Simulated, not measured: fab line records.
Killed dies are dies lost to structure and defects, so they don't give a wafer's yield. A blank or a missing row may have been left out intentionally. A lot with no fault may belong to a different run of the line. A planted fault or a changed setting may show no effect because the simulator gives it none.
Comparing a struck lot with a sound one	flow sky130	27 steps out of a route of 708
Sound: the wafers L619.1, L619.2, L619.5. The struck wafers were L620.2, L620.3, L620.5. The cause comes at the end.
Per side, at each step with rows, come the tool, then ch with its chambers, and then its first start. Under that, the readings that differ: sound wafers	struck wafers	difference of the means	sigmas: that difference in standard deviations of wafers without a fault.
alike: words and numbers the same on both sides, and readings whose means are apart by under 2 such deviations; not compared: readings that were withheld, readings missing a value for some wafer, numbers with overlapping values and no deviation given by the record, and bounds like >300 which may hide the same value.
A row with sigmas, a row that says differs or no value, or rows on one side alone: a step with any of these is where the two part. Numbers that don't overlap but have no deviation are shown without sigmas and don't part them. A reading missing from all wafers of one side parts the sides only when that side holds two or more wafers.

first, 1 step without rows for these wafers: SKY_DNWELL_IMPLANT_07.
SKY_DNWELL_STRIP_08: strips in O2/N2.
  sound on plasma-asher-03 ch 0,1, day 3 16:50; struck on plasma-asher-02 ch 0,1, day 3 21:02
reading	sound	struck	difference	sigmas
strip-time-to-endpoint-s (s)	36.83 36.86 36.82	37.27 37.14 37.16	+0.35	+3
  alike: drypump-motor-current-A, oes-product-au
  not compared: rf-hours-counter-h
SKY_DNWELL_TW_MEAS_09:
  sound on film-metro-01 at day 3 16:56; struck on film-metro-01 at day 3 21:09
  alike: DNWELL_TW
then, 7 steps without rows for these wafers: SKY_PWDE_DEHYDRATE_00 (time 60 s); SKY_PWDE_HMDS_01 (prime time 60 s); SKY_PWDE_COAT_02 (resist thk 3000 nm); SKY_PWDE_SOFTBAKE_03; SKY_PWDE_EXPOSE_04 (exposes mask PWDEM, target cd 840 nm); SKY_PWDE_PEB_05; SKY_PWDE_DEVELOP_06 (develop time 60 s).
SKY_PWDE_OVL_MEAS_07:
  sound on overlay-02 at day 4 09:20; struck on overlay-02 at day 4 13:31
  alike: PWDE_OVL
next, for these wafers, 1 step has no rows: SKY_PWDE_IMPLANT_08.
SKY_PWDE_STRIP_09: strips in O2/N2.
  sound on plasma-asher-02 ch 0,1, day 4 09:32; struck on plasma-asher-02 ch 0,1, day 4 13:41
reading	sound	struck	difference	sigmas
oes-product-au (a.u.)	0.716 0.712 0.718	0.969 0.966 0.973	+0.254	+60
strip-time-to-endpoint-s (s)	37.08 37.10 36.93	- - -	no value on the struck wafers	
model.coat_of_PWDE_COAT_02.thk-nm (nm)	0 0 0	288.6 290 289.1	+289.2	
  alike: drypump-motor-current-A
  not compared: rf-hours-counter-h
SKY_PWDE_TW_MEAS_10:
  sound on film-metro-01 at day 4 09:38; struck on film-metro-02 at day 4 13:48
  alike: PWDE_TW
then, 7 steps without rows for these wafers: SKY_NWELL_DEHYDRATE_03 (time 60 s); SKY_NWELL_HMDS_04 (prime time 60 s); SKY_NWELL_COAT_05 (resist thk 3000 nm); SKY_NWELL_SOFTBAKE_06; SKY_NWELL_EXPOSE_07 (exposes mask NWM, target cd 840 nm); SKY_NWELL_PEB_08; SKY_NWELL_DEVELOP_09 (develop time 60 s).
SKY_NWELL_OVL_MEAS_10:
  sound on overlay-02 at day 5 02:51; struck on overlay-02 at day 5 07:02
  alike: NWELL_00_OVL
then, 3 steps without rows for these wafers: SKY_NWELL_IMPLANT_11; SKY_NWELL_IMPLANT_12; SKY_NWELL_IMPLANT_13.
SKY_NWELL_STRIP_14: strips in O2/N2.
  sound on plasma-asher-01 ch 0,1, day 5 03:20; struck on plasma-asher-01 ch 0,1, day 5 07:31
reading	sound	struck	difference	sigmas
strip-time-to-endpoint-s (s)	37.05 37.06 36.91	41.30 41.22 41.27	+4.26	+39
  alike: drypump-motor-current-A, oes-product-au
  not compared: rf-hours-counter-h
SKY_NWELL_TW_MEAS_15:
  sound on film-metro-02 at day 5 03:26; struck on film-metro-02 at day 5 07:38
  alike: NWELL_TW

WHERE THEY PART
First at SKY_DNWELL_STRIP_08; last, within this record, at SKY_NWELL_STRIP_14. Later steps at which nothing parts them and some readings are alike: SKY_NWELL_TW_MEAS_15.

WHY: whatever the simulator had introduced
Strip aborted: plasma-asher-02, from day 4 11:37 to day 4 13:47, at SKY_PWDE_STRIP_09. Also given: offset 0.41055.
